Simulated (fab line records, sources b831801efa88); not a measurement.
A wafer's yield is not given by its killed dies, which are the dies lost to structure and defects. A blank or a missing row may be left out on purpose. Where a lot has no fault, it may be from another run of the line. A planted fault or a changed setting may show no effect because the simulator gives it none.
Which tool was responsible? :: flow sky130 :: at 1 step of a route of 708, 11 lots with 31 wafers sampled

== WHAT EACH GAUGE READ, for each wafer ==
SKY_METAL1_OVL_MEAS_16.
lot: L133
measured: day 32 19:57
on: overlay-02
METAL1_OVL (nm): -6 -3 5

lot: L134
measured: day 33 00:06
on: overlay-01
METAL1_OVL (nm): 4 5 -3

lot: L136
measured: day 34 07:06
on: overlay-01
METAL1_OVL (nm): 7 4 -5

lot: L138
measured: day 34 11:29
on: overlay-02
METAL1_OVL (nm): 8 -9

lot: L139
measured: day 34 18:18
on: overlay-01
METAL1_OVL (nm): 1 -5

lot: L149
measured: day 38 10:11
on: overlay-02
METAL1_OVL (nm): 8 3 4

lot: L151
measured: day 38 20:03
on: overlay-01
METAL1_OVL (nm): -6 1 -6

lot: L152
measured: day 39 01:54
on: overlay-01
METAL1_OVL (nm): -8 -1 -6

lot: L153
measured: day 39 06:08
on: overlay-01
METAL1_OVL (nm): 0 3 6

lot: L155
measured: day 39 18:47
on: overlay-01
METAL1_OVL (nm): 4 9 4

lot: L156
measured: day 39 22:10
on: overlay-02
METAL1_OVL (nm): 11 -6 2

== TOOL THAT RAN EACH LOT (tool first, then ch and the chambers of the sampled wafers, then the start) ==
Before these readings, the record contains no process step.

== THE ANSWER, worked out from the rows above alone ==
Rule: what is usual is taken from the lots themselves. The widest of any qualifying gaps counts: lots, ordered by their means at a reading, are off when they make up no more than a third of the lots, leave a main group of 4 or more, and stand apart from it by 3 or more times the standard deviation of that group's means. If all means in a main group match to the digits the tables above print for the reading, that group is not used. A lot without any number at a reading at which 4 lots or more have one is off too. Any other lot the step has rows for is counted as sound.
No lot is off on any of the readings shown, so nothing can be concluded from this.

== WHAT THE SIMULATOR HAD INSERTED ==
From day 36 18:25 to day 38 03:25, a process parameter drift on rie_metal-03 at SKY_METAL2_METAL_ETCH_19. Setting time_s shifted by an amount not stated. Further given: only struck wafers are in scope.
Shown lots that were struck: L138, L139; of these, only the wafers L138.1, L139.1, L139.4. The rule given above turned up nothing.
